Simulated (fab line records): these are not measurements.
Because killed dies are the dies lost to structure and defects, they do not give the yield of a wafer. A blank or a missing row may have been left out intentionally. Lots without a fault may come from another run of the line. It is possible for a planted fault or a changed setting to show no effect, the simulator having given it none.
fab line records | flow sky130
record: lots: 14 wafers: 42 last-day: 50
route steps=708 shown NWELL@34 PWDE@52 PAD_OPEN@708
lots that met no fault: from a run of the same line without faults
start-h: the number of hours between the record's first day and the start of the first shown wafer of the lot | wait-h: how many hours have passed since the lot's step before this one | " identical to the entry in the row above | L1.1+2: a row that stands for several wafers | - value missing, or start not given | * or withheld: withheld | < > ~ a bound
route shown NAME@n: NAME is a module with steps in the file, n the number in the route of the first one | usual: mean/standard deviation of fault-free wafers | same: alike in all rows | chamber/n: place in a boat | sites: readings site by site | _std_site: how widely they spread, as a standard deviation | _edge_site: mean of outer sites minus mean of inner sites | radius-mm: for every site, how far away it sits from the centre of the wafer | mask NAME#n: copy n | behind: the last tool/chamber to shape the wafer | hold: cause of the lot's hold/its duration in hours/its outcome | device: transistor that didn't switch, given as n, p or np | end of line: tests of these same wafers at the route's end | a step with no rows: only its recipe | killed: the dies lost at the first sort to structure and to defects; this is not the yield of the wafer | map: per-die view of a wafer (x killed, . not killed, _ where there is no die)
set.NAME: the run value of the setting; set.NAME@STEP: its run value at that earlier step | model.NAME: the simulator's own value behind a step, which no gauge read
a sample of lots followed through the steps of the route, with each step as a table and each wafer as a row
services: when a tool's chamber went out of use (start-h, in hours from the record's first day, below 0 if earlier), for how many hours, and the reason
== steps ==
step: SKY_NWELL_THK_MEAS_02
recipe: reads: SiO2_of_NWELL_OXIDATION_01
usual: NWELL_OXIDATION_THK: 10.18/0.2
columns lot.wafer tool chamber start-h wait-h NWELL_OXIDATION_THK[nm]
L553.4 film-metro-01 - 45.61 0.0 9.95
L553.5 " - " " 9.89
L553.6 " - " " 9.88
L554.1 film-metro-02 - 58.21 0.0 10.14
L554.2 " - " " 10.02
L554.6 " - " " 9.98
L555.1 film-metro-01 - 66.45 0.0 10.08
L555.4 " - " " 10.16
L555.6 " - " " 9.98
L561.1 film-metro-04 - 90.21 0.0 10.24
L561.5 " - " " 10.11
L561.6 " - " " 10.11
L559.2 film-metro-02 - 90.22 0.0 10.57
L559.4 " - " " 10.37
L559.5 " - " " 10.53
L560.3 film-metro-01 - 90.23 0.0 10.38
L560.5 " - " " 10.44
L560.6 " - " " 10.46
L562.2 film-metro-01 - 90.28 0.1 10.25
L562.3 " - " " 10.28
L562.4 " - " " 10.33
L565.2 film-metro-02 - 105.20 0.0 10.28
L565.4 " - " " 10.29
L565.5 " - " " 10.37
L571.3 film-metro-04 - 138.06 0.0 9.93
L571.5 " - " " 9.98
L571.6 " - " " 10.07
L572.1 film-metro-02 - 143.23 0.0 10.08
L572.2 " - " " 9.92
L572.4 " - " " 10.02
L573.1 film-metro-04 - 143.23 0.0 10.07
L573.3 " - " " 10.17
L573.5 " - " " 10.17
L574.2 film-metro-04 - 146.67 0.0 10.36
L574.3 " - " " 10.18
L574.5 " - " " 10.12
L575.1 film-metro-04 - 149.57 0.0 10.10
L575.2 " - " " 10.35
L575.4 " - " " 10.32
L576.1 film-metro-02 - 158.73 0.0 9.95
L576.4 " - " " 10.16
L576.5 " - " " 10.07
step: SKY_PWDE_OVL_MEAS_07
usual: PWDE_OVL: -0.6/1.6
columns lot.wafer tool chamber start-h wait-h PWDE_OVL[nm]
L553.4 overlay-02 - 75.79 - -1.7
L553.5 " - " " -1.1
L553.6 " - " " -0.9
L554.1 overlay-02 - 88.56 - -1.9
L554.2 " - " " -0.1
L554.6 " - " " 1.1
L555.1 overlay-01 - 96.96 - -1.0
L555.4 " - " " -0.7
L555.6 " - " " -1.5
L559.2 overlay-02 - 124.58 - -1.7
L559.4 " - " " -1.1
L559.5 " - " " -1.1
L561.1 overlay-01 - 124.96 - -2.7
L561.5 " - " " -2.5
L561.6 " - " " -1.7
L560.3 overlay-01 - 125.32 - -0.3
L560.5 " - " " 1.0
L560.6 " - " " 1.2
L562.2 overlay-02 - 126.28 - -2.6
L562.3 " - " " -0.6
L562.4 " - " " -1.3
L565.2 overlay-02 - 140.91 - -0.8
L565.4 " - " " -2.8
L565.5 " - " " -4.4
L571.3 overlay-01 - 177.32 - 1.5
L571.5 " - " " 1.7
L571.6 " - " " 2.6
L573.1 overlay-01 - 182.58 - -0.3
L573.3 " - " " -0.4
L573.5 " - " " -1.3
L572.1 overlay-02 - 183.06 - -0.5
L572.2 " - " " 0.6
L572.4 " - " " 2.7
L574.2 overlay-01 - 186.63 - -1.0
L574.3 " - " " -1.6
L574.5 " - " " -2.0
L575.1 overlay-02 - 190.23 - -1.8
L575.2 " - " " -2.8
L575.4 " - " " -0.9
L576.1 overlay-01 - 200.88 - -1.3
L576.4 " - " " 0.7
L576.5 " - " " 0.8
step: SKY_NWELL_OVL_MEAS_10
usual: NWELL_00_OVL: -0.4/1.6
columns lot.wafer tool chamber start-h wait-h NWELL_00_OVL[nm]
L553.4 overlay-01 - 91.10 - -3.8
L553.5 " - " " -2.9
L553.6 " - " " -2.4
L554.1 overlay-01 - 105.11 - -2.4
L554.2 " - " " -3.5
L554.6 " - " " -3.7
L555.1 overlay-02 - 115.01 - -0.1
L555.4 " - " " 0.0
L555.6 " - " " 0.3
L559.2 overlay-01 - 142.81 - -2.5
L559.4 " - " " -1.3
L559.5 " - " " -2.4
L561.1 overlay-02 - 143.58 - -2.3
L561.5 " - " " -0.2
L561.6 " - " " -0.4
L560.3 overlay-01 - 144.02 - -0.8
L560.5 " - " " -1.8
L560.6 " - " " -1.6
L562.2 overlay-01 - 145.06 - 2.0
L562.3 " - " " 2.3
L562.4 " - " " 0.3
L565.2 overlay-01 - 159.44 - 0.8
L565.4 " - " " 0.4
L565.5 " - " " 1.2
L571.3 overlay-02 - 199.27 - -2.1
L571.5 " - " " -1.0
L571.6 " - " " -1.0
L573.1 overlay-01 - 203.78 - 1.6
L573.3 " - " " 2.2
L573.5 " - " " 1.2
L572.1 overlay-02 - 204.13 - 1.5
L572.2 " - " " -0.9
L572.4 " - " " 0.5
L574.2 overlay-02 - 209.11 - -1.7
L574.3 " - " " -1.7
L574.5 " - " " -3.6
L575.1 overlay-01 - 212.16 - -0.3
L575.2 " - " " -1.4
L575.4 " - " " -0.8
L576.1 overlay-01 - 222.66 - -0.2
L576.4 " - " " -1.0
L576.5 " - " " -2.1
step: SKY_NWELL_IMPLANT_13
recipe: species: P energy-kev: 50 dose-cm2: 7e+11 tilt-deg: withheld
usual: dose-ions-cm2: 7e+11/7.5e+08 faraday-current-uA: 3.95/0.074
columns lot.wafer tool chamber start-h wait-h dose-ions-cm2 faraday-current-uA
L553.4 implanter-02 0 91.49 0.1 7.016e+11 4.02
L553.5 " 0 " " 7.014e+11 3.95
L553.6 " 0 " " 7.008e+11 3.93
L554.1 implanter-02 0 105.45 0.1 6.987e+11 4.00
L554.2 " 0 " " 6.994e+11 4.01
L554.6 " 0 " " 6.996e+11 4.00
L555.1 implanter-02 0 115.35 0.1 7.007e+11 4.00
L555.4 " 0 " " 7.017e+11 3.92
L555.6 " 0 " " 7.002e+11 3.96
L559.2 implanter-02 0 143.17 0.1 7.016e+11 3.95
L559.4 " 0 " " 7.004e+11 4.00
L559.5 " 0 " " 7.011e+11 3.92
L561.1 implanter-03 0 143.92 0.1 6.989e+11 3.98
L561.5 " 0 " " 7e+11 3.99
L561.6 " 0 " " 6.984e+11 3.97
L560.3 implanter-02 0 144.39 0.1 6.999e+11 4.03
L560.5 " 0 " " 6.991e+11 3.97
L560.6 " 0 " " 6.996e+11 4.08
L562.2 implanter-02 0 145.42 0.1 6.998e+11 3.96
L562.3 " 0 " " 6.991e+11 3.99
L562.4 " 0 " " 7.005e+11 3.86
L565.2 implanter-03 0 159.79 0.1 7.004e+11 3.91
L565.4 " 0 " " 7.005e+11 3.90
L565.5 " 0 " " 7.002e+11 3.91
L571.3 implanter-02 0 199.64 0.1 6.589e+11 3.69
L571.5 " 0 " " 6.585e+11 3.65
L571.6 " 0 " " 6.585e+11 3.71
L573.1 implanter-04 0 204.12 0.1 7.009e+11 3.87
L573.3 " 0 " " 7.012e+11 3.91
L573.5 " 0 " " 7.009e+11 3.90
L572.1 implanter-02 0 204.47 0.1 6.578e+11 3.81
L572.2 " 0 " " 6.587e+11 3.74
L572.4 " 0 " " 6.576e+11 3.59
L574.2 implanter-04 0 209.47 0.1 6.987e+11 3.91
L574.3 " 0 " " 7.014e+11 3.91
L574.5 " 0 " " 7e+11 4.13
L575.1 implanter-04 0 212.49 0.1 6.996e+11 3.88
L575.2 " 0 " " 6.989e+11 3.93
L575.4 " 0 " " 6.993e+11 3.96
L576.1 implanter-04 0 222.99 0.1 6.995e+11 3.95
L576.4 " 0 " " 6.987e+11 3.87
L576.5 " 0 " " 6.998e+11 4.02
step: SKY_PAD_OPEN_PROBE_99
usual: killed_at_M0_to_M3: 44/6.8 killed_at_M4_up: 3.1/1.8 killed-at-contacts: 25/5.2 killed-at-front-end: 15/4.1 killed-at-other: 0.3/0.62 killed-dies: 88/9.4 killed-on-rim: 17/3.7 killed-open: 48/7.1 killed-short: 40/6.1
same: gross-dies: 492 killed-at-back-side: 0
columns lot.wafer tool chamber start-h wait-h killed_at_M0_to_M3 killed_at_M4_up killed-at-contacts killed-at-front-end killed-at-other killed-dies killed-on-rim killed-open killed-short
L553.4 prober-02 - 1082.08 0.2 34 1 25 26 0 86 15 40 46
L553.5 prober-02 - 1082.13 0.2 27 1 30 19 0 77 19 42 35
L553.6 prober-02 - 1082.18 0.2 38 3 15 20 0 76 15 33 43
L554.1 prober-01 - 1090.38 0.1 36 2 28 11 1 78 18 38 40
L554.2 prober-01 - 1090.43 0.1 38 5 26 13 0 82 12 43 38
L554.6 prober-01 - 1090.63 0.2 49 2 24 11 0 86 14 55 31
L555.1 prober-02 - 1103.18 0.1 49 0 24 20 0 93 14 49 44
L555.4 prober-02 - 1103.33 0.2 49 2 31 16 1 99 22 61 38
L555.6 prober-02 - 1103.43 0.2 44 2 25 15 1 87 21 56 30
L559.2 prober-02 - 1130.88 0.1 46 4 29 17 0 96 14 51 45
L559.4 prober-02 - 1130.98 0.2 53 3 25 11 1 93 17 57 36
L559.5 prober-02 - 1131.03 0.2 45 3 33 13 0 94 21 57 37
L561.1 prober-01 - 1132.33 0.1 52 2 30 22 0 106 24 57 49
L561.5 prober-01 - 1132.53 0.2 43 5 27 18 1 94 20 49 45
L561.6 prober-01 - 1132.58 0.2 50 6 21 12 0 89 19 47 42
L560.3 prober-02 - 1134.34 0.2 39 1 30 12 0 82 15 46 36
L560.5 prober-02 - 1134.44 0.2 44 2 27 13 0 86 21 50 36
L560.6 prober-02 - 1134.49 0.2 58 4 32 16 0 110 24 72 38
L562.2 prober-01 - 1141.16 0.1 45 1 20 14 1 81 14 46 35
L562.3 prober-01 - 1141.21 0.2 55 3 27 14 0 99 20 49 50
L562.4 prober-01 - 1141.26 0.2 52 0 20 16 0 88 14 43 45
L565.2 prober-01 - 1151.68 0.1 40 2 23 17 0 82 8 41 41
L565.4 prober-01 - 1151.78 0.2 46 0 36 13 1 96 16 52 44
L565.5 prober-01 - 1151.83 0.2 37 4 32 14 1 88 19 49 39
L571.3 prober-02 - 1183.43 0.2 47 2 29 18 0 96 12 50 46
L571.5 prober-02 - 1183.53 0.2 43 2 29 7 0 81 17 47 34
L571.6 prober-02 - 1183.58 0.2 53 3 24 13 0 93 19 48 45
L573.1 prober-01 - 1185.38 0.1 44 4 21 14 0 83 16 50 32
L573.3 prober-01 - 1185.48 0.2 41 1 17 23 0 82 13 47 35
L573.5 prober-01 - 1185.58 0.2 47 7 23 16 0 93 19 59 34
L572.1 prober-02 - 1185.98 0.1 35 3 30 14 0 82 10 39 43
L572.2 prober-02 - 1186.03 0.1 38 1 22 13 0 74 17 40 33
L572.4 prober-02 - 1186.13 0.2 47 6 22 21 0 96 18 52 43
L574.2 prober-01 - 1192.05 0.1 36 2 25 21 2 86 18 46 39
L574.3 prober-01 - 1192.10 0.2 42 2 26 18 3 91 13 52 38
L574.5 prober-01 - 1192.20 0.2 36 4 26 16 0 82 10 47 35
L576.1 prober-02 - 1197.90 0.1 31 2 35 16 0 84 18 54 30
L576.4 prober-02 - 1198.05 0.2 47 4 32 15 0 98 23 53 45
L576.5 prober-02 - 1198.10 0.2 46 6 21 20 0 93 13 53 39
L575.1 prober-01 - 1198.64 0.1 43 4 16 25 0 88 14 39 49
L575.2 prober-01 - 1198.69 0.1 41 3 36 16 0 96 13 54 42
L575.4 prober-01 - 1198.79 0.2 46 6 25 13 0 90 16 40 48
killed by level:class
L553.4 VIA1:geometric-particle:open=8 POLY_GATE:geometric-particle:short=7 FIELD_ISO:geometric-particle:short=6 FIELD_ISO:geometric-particle:open=6 CONTACT:geometric-particle:open=6 METAL1:geometric-particle:short=6 CONTACT:geometric-particle:short=5 LOCAL_INTERCONNECT:geometric-particle:short=5
L553.5 LI_CONTACT:geometric-particle:open=10 CONTACT:geometric-particle:short=9 VIA1:geometric-particle:open=8 FIELD_ISO:geometric-particle:short=5 LI_CONTACT:geometric-particle:short=5 CONTACT:geometric-particle:open=5 METAL3:geometric-particle:short=5 FIELD_ISO:geometric-particle:open=4
L553.6 VIA1:geometric-particle:open=8 FIELD_ISO:geometric-particle:short=6 POLY_GATE:geometric-particle:short=6 METAL1:geometric-particle:short=6 CONTACT:geometric-particle:open=5 METAL2:geometric-particle:short=5 VIA2:geometric-particle:open=5 LI_CONTACT:geometric-particle:open=4
L554.1 CONTACT:geometric-particle:open=12 CONTACT:geometric-particle:short=6 VIA1:geometric-particle:open=6 METAL1:geometric-particle:short=5 LI_CONTACT:geometric-particle:open=5 LOCAL_INTERCONNECT:geometric-particle:short=4 VIA1:geometric-particle:short=4 METAL2:geometric-particle:short=4
L554.2 VIA2:geometric-particle:open=9 CONTACT:geometric-particle:open=7 LI_CONTACT:geometric-particle:open=6 VIA1:geometric-particle:open=6 CONTACT:geometric-particle:short=5 METAL1:geometric-particle:short=5 VIA3:geometric-particle:open=5 METAL4:geometric-particle:short=5
L554.6 VIA1:geometric-particle:open=14 CONTACT:geometric-particle:open=12 VIA2:geometric-particle:open=8 VIA3:geometric-particle:open=7 VIA1:geometric-particle:short=6 LI_CONTACT:geometric-particle:open=5 FIELD_ISO:geometric-particle:short=4 LI_CONTACT:geometric-particle:short=4
L555.1 POLY_GATE:geometric-particle:open=9 VIA1:geometric-particle:open=9 CONTACT:geometric-particle:open=9 METAL2:geometric-particle:short=9 LI_CONTACT:geometric-particle:open=6 METAL1:geometric-particle:short=6 CONTACT:geometric-particle:short=5 VIA1:geometric-particle:short=5
L555.4 VIA1:geometric-particle:open=14 CONTACT:geometric-particle:open=13 CONTACT:geometric-particle:short=7 VIA1:geometric-particle:short=7 LI_CONTACT:geometric-particle:open=6 METAL1:geometric-particle:short=6 VIA3:geometric-particle:open=6 VIA2:geometric-particle:open=6
L555.6 VIA1:geometric-particle:open=13 CONTACT:geometric-particle:open=9 LI_CONTACT:geometric-particle:open=8 METAL1:geometric-particle:short=6 VIA1:geometric-particle:short=6 VIA2:geometric-particle:open=6 FIELD_ISO:geometric-particle:open=5 POLY_GATE:geometric-particle:short=5
L559.2 VIA1:geometric-particle:open=10 CONTACT:geometric-particle:short=9 CONTACT:geometric-particle:open=7 FIELD_ISO:geometric-particle:open=6 LI_CONTACT:geometric-particle:short=6 METAL1:geometric-particle:short=6 METAL2:geometric-particle:short=6 VIA2:geometric-particle:open=5
L559.4 VIA1:geometric-particle:open=15 CONTACT:geometric-particle:open=12 LI_CONTACT:geometric-particle:open=8 VIA2:geometric-particle:open=8 VIA1:geometric-particle:short=6 METAL2:geometric-particle:short=6 VIA3:geometric-particle:open=5 FIELD_ISO:geometric-particle:short=4
L559.5 VIA1:geometric-particle:open=17 CONTACT:geometric-particle:open=12 LI_CONTACT:geometric-particle:open=9 LOCAL_INTERCONNECT:geometric-particle:short=6 VIA1:geometric-particle:short=6 POLY_GATE:geometric-particle:open=5 VIA2:geometric-particle:open=5 METAL2:geometric-particle:short=3
L561.1 CONTACT:geometric-particle:open=15 VIA1:geometric-particle:open=10 VIA3:geometric-particle:open=10 VIA2:geometric-particle:open=8 FIELD_ISO:geometric-particle:short=7 METAL2:geometric-particle:short=7 CONTACT:geometric-particle:short=6 VIA1:geometric-particle:short=6
L561.5 CONTACT:geometric-particle:open=12 VIA1:geometric-particle:open=12 FIELD_ISO:geometric-particle:short=8 METAL1:geometric-particle:short=7 VIA3:geometric-particle:open=7 LOCAL_INTERCONNECT:geometric-particle:short=5 CONTACT:geometric-particle:short=5 POLY_GATE:geometric-particle:open=4
L561.6 VIA1:geometric-particle:open=12 CONTACT:geometric-particle:open=7 METAL2:geometric-particle:short=7 VIA3:geometric-particle:open=6 LI_CONTACT:geometric-particle:open=5 VIA1:geometric-particle:short=5 METAL3:geometric-particle:short=5 METAL4:geometric-particle:short=5
L560.3 VIA1:geometric-particle:open=10 CONTACT:geometric-particle:short=9 VIA2:geometric-particle:open=8 LOCAL_INTERCONNECT:geometric-particle:short=6 VIA3:geometric-particle:open=6 CONTACT:geometric-particle:open=5 LI_CONTACT:geometric-particle:open=4 METAL2:geometric-particle:short=4
L560.5 CONTACT:geometric-particle:open=9 LI_CONTACT:geometric-particle:open=8 VIA2:geometric-particle:open=8 VIA1:geometric-particle:open=7 VIA3:geometric-particle:short=6 VIA3:geometric-particle:open=6 METAL3:geometric-particle:short=4 CONTACT:geometric-particle:short=4
L560.6 VIA1:geometric-particle:open=19 VIA3:geometric-particle:open=14 LI_CONTACT:geometric-particle:open=9 CONTACT:geometric-particle:open=9 VIA2:geometric-particle:open=7 POLY_GATE:geometric-particle:open=6 LI_CONTACT:geometric-particle:short=5 CONTACT:geometric-particle:short=5
L562.2 CONTACT:geometric-particle:open=11 VIA3:geometric-particle:open=9 VIA1:geometric-particle:open=7 METAL1:geometric-particle:short=6 VIA1:geometric-particle:short=6 FIELD_ISO:geometric-particle:open=5 VIA2:geometric-particle:open=5 FIELD_ISO:geometric-particle:short=4
L562.3 VIA1:geometric-particle:open=15 METAL2:geometric-particle:short=9 CONTACT:geometric-particle:short=8 METAL1:geometric-particle:short=8 LI_CONTACT:geometric-particle:open=6 CONTACT:geometric-particle:open=6 VIA1:geometric-particle:short=6 VIA2:geometric-particle:open=5
L562.4 VIA2:geometric-particle:open=10 METAL1:geometric-particle:short=10 VIA1:geometric-particle:open=10 VIA1:geometric-particle:short=7 FIELD_ISO:geometric-particle:open=6 CONTACT:geometric-particle:open=6 METAL2:geometric-particle:short=5 POLY_GATE:geometric-particle:short=4
L565.2 CONTACT:geometric-particle:open=12 METAL2:geometric-particle:short=9 LI_CONTACT:geometric-particle:open=7 METAL1:geometric-particle:short=7 VIA3:geometric-particle:short=6 FIELD_ISO:geometric-particle:short=5 POLY_GATE:geometric-particle:open=5 VIA1:geometric-particle:short=5
L565.4 CONTACT:geometric-particle:open=18 VIA1:geometric-particle:short=10 LI_CONTACT:geometric-particle:open=6 CONTACT:geometric-particle:short=6 VIA1:geometric-particle:open=6 METAL1:geometric-particle:short=6 VIA2:geometric-particle:open=6 LOCAL_INTERCONNECT:geometric-particle:short=5
L565.5 CONTACT:geometric-particle:open=10 VIA1:geometric-particle:open=8 CONTACT:geometric-particle:short=7 LI_CONTACT:geometric-particle:open=6 LOCAL_INTERCONNECT:geometric-particle:short=6 METAL1:geometric-particle:short=6 VIA3:geometric-particle:open=6 POLY_GATE:geometric-particle:open=4
L571.3 LI_CONTACT:geometric-particle:open=10 VIA1:geometric-particle:open=10 VIA2:geometric-particle:open=10 CONTACT:geometric-particle:open=5 FIELD_ISO:geometric-particle:open=5 POLY_GATE:geometric-particle:short=5 LI_CONTACT:geometric-particle:short=5 LOCAL_INTERCONNECT:geometric-particle:short=5
L571.5 VIA1:geometric-particle:open=14 LI_CONTACT:geometric-particle:open=9 CONTACT:geometric-particle:open=8 LOCAL_INTERCONNECT:geometric-particle:short=5 METAL3:geometric-particle:short=5 METAL1:geometric-particle:short=4 VIA3:geometric-particle:open=4 LI_CONTACT:geometric-particle:short=3
L571.6 VIA1:geometric-particle:open=14 VIA1:geometric-particle:short=11 CONTACT:geometric-particle:open=8 LI_CONTACT:geometric-particle:open=7 VIA2:geometric-particle:short=7 FIELD_ISO:geometric-particle:short=5 VIA3:geometric-particle:open=5 POLY_GATE:geometric-particle:open=4
L573.1 VIA1:geometric-particle:open=12 VIA2:geometric-particle:open=8 CONTACT:geometric-particle:open=7 FIELD_ISO:geometric-particle:short=5 LI_CONTACT:geometric-particle:open=5 LOCAL_INTERCONNECT:geometric-particle:short=5 VIA3:geometric-particle:open=5 METAL1:geometric-particle:short=4
L573.3 VIA1:geometric-particle:open=8 FIELD_ISO:geometric-particle:short=7 POLY_GATE:geometric-particle:open=7 METAL2:geometric-particle:short=7 VIA3:geometric-particle:open=7 LI_CONTACT:geometric-particle:open=6 VIA2:geometric-particle:open=6 CONTACT:geometric-particle:open=5
L573.5 VIA1:geometric-particle:open=13 VIA2:geometric-particle:open=11 LI_CONTACT:geometric-particle:open=7 CONTACT:geometric-particle:short=6 VIA3:geometric-particle:open=6 FIELD_ISO:geometric-particle:short=5 CONTACT:geometric-particle:open=5 METAL2:geometric-particle:short=5
L572.1 CONTACT:geometric-particle:open=13 VIA3:geometric-particle:open=11 LOCAL_INTERCONNECT:geometric-particle:short=7 POLY_GATE:geometric-particle:short=6 METAL1:geometric-particle:short=5 FIELD_ISO:geometric-particle:open=4 LI_CONTACT:geometric-particle:short=4 METAL2:geometric-particle:short=4
L572.2 LI_CONTACT:geometric-particle:open=9 VIA2:geometric-particle:open=7 VIA1:geometric-particle:open=6 CONTACT:geometric-particle:short=5 CONTACT:geometric-particle:open=5 METAL1:geometric-particle:short=5 VIA3:geometric-particle:open=4 FIELD_ISO:geometric-particle:short=3
L572.4 VIA3:geometric-particle:open=13 VIA1:geometric-particle:open=8 FIELD_ISO:geometric-particle:open=7 VIA1:geometric-particle:short=7 POLY_GATE:geometric-particle:open=6 CONTACT:geometric-particle:short=5 CONTACT:geometric-particle:open=5 METAL2:geometric-particle:short=5
L574.2 CONTACT:geometric-particle:open=12 VIA1:geometric-particle:open=8 FIELD_ISO:geometric-particle:short=6 FIELD_ISO:geometric-particle:open=6 VIA2:geometric-particle:open=6 METAL2:geometric-particle:short=5 POLY_GATE:geometric-particle:open=4 LOCAL_INTERCONNECT:geometric-particle:short=4
L574.3 VIA1:geometric-particle:open=10 FIELD_ISO:geometric-particle:open=9 CONTACT:geometric-particle:open=9 VIA2:geometric-particle:open=6 VIA3:geometric-particle:open=6 VIA3:geometric-particle:short=6 LI_CONTACT:geometric-particle:open=5 LOCAL_INTERCONNECT:geometric-particle:short=5
L574.5 VIA1:geometric-particle:open=9 CONTACT:geometric-particle:open=8 VIA2:geometric-particle:open=7 VIA1:geometric-particle:short=6 POLY_GATE:geometric-particle:open=5 LI_CONTACT:geometric-particle:open=5 LOCAL_INTERCONNECT:geometric-particle:short=5 POLY_GATE:geometric-particle:short=4
L576.1 CONTACT:geometric-particle:open=13 LI_CONTACT:geometric-particle:open=12 VIA1:geometric-particle:open=11 POLY_GATE:geometric-particle:short=5 CONTACT:geometric-particle:short=5 VIA2:geometric-particle:open=5 LOCAL_INTERCONNECT:geometric-particle:short=3 POLY_GATE:geometric-particle:open=3
L576.4 CONTACT:geometric-particle:open=16 VIA1:geometric-particle:open=15 CONTACT:geometric-particle:short=8 METAL1:geometric-particle:short=7 POLY_GATE:geometric-particle:short=5 VIA2:geometric-particle:open=5 VIA1:geometric-particle:short=5 VIA2:geometric-particle:short=5
L576.5 CONTACT:geometric-particle:open=10 VIA1:geometric-particle:open=10 VIA3:geometric-particle:open=9 POLY_GATE:geometric-particle:short=7 LI_CONTACT:geometric-particle:open=7 METAL1:geometric-particle:short=7 FIELD_ISO:geometric-particle:short=5 METAL3:geometric-particle:short=4
L575.1 METAL2:geometric-particle:short=9 FIELD_ISO:geometric-particle:open=8 VIA1:geometric-particle:open=7 VIA1:geometric-particle:short=7 CONTACT:geometric-particle:short=5 CONTACT:geometric-particle:open=5 VIA3:geometric-particle:open=5 FIELD_ISO:geometric-particle:short=4
L575.2 CONTACT:geometric-particle:open=13 LI_CONTACT:geometric-particle:open=9 VIA1:geometric-particle:open=8 VIA2:geometric-particle:open=7 FIELD_ISO:geometric-particle:short=6 POLY_GATE:geometric-particle:open=6 LOCAL_INTERCONNECT:geometric-particle:short=5 METAL1:geometric-particle:short=5
L575.4 METAL1:geometric-particle:short=12 VIA1:geometric-particle:open=10 LOCAL_INTERCONNECT:geometric-particle:short=9 CONTACT:geometric-particle:open=7 CONTACT:geometric-particle:short=6 FIELD_ISO:geometric-particle:open=5 VIA2:geometric-particle:open=4 METAL1:geometric-particle:open=4
== services ==
columns tool chamber start-h hours kind
implanter-04 - 89.64 1.8 repair
implanter-04 - 116.39 30.5 pm
implanter-04 - 150.60 4.2 repair
implanter-04 - 175.38 2.6 repair
implanter-02 - 181.94 1.7 repair
implanter-02 - 218.77 2.2 repair
== key ==
first-sign: step: SKY_NWELL_IMPLANT_13 reading: dose-ions-cm2 direction: down sigmas: 55 usual: * struck: *
effect: step: SKY_NWELL_IMPLANT_13 reading: faraday-current-uA direction: down sigmas: 3.4 usual: 3.95 struck: 3.70
met-at SKY_NWELL_IMPLANT_13
struck-lots L571,L572
tester-left-out L571,L572
not-acting-at SKY_NWELL_THK_MEAS_02,SKY_PWDE_OVL_MEAS_07,SKY_NWELL_OVL_MEAS_10
onset-between 145.42 199.64
fault: kind: process-parameter-drift tool: implanter-02 chamber: - onset-h: 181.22 steps: SKY_NWELL_IMPLANT_13 channel: dose-cm2 offset: * shape: step end-h: 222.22 acts-in: * stated: *
tester-left-out: of these lots the tester's yield and bins aren't shown, on N5 and GAA mostly nor the transistor test; their killed dies are dies lost to structure and defects alone, not to doping, threshold or leakage, so they don't give the yield
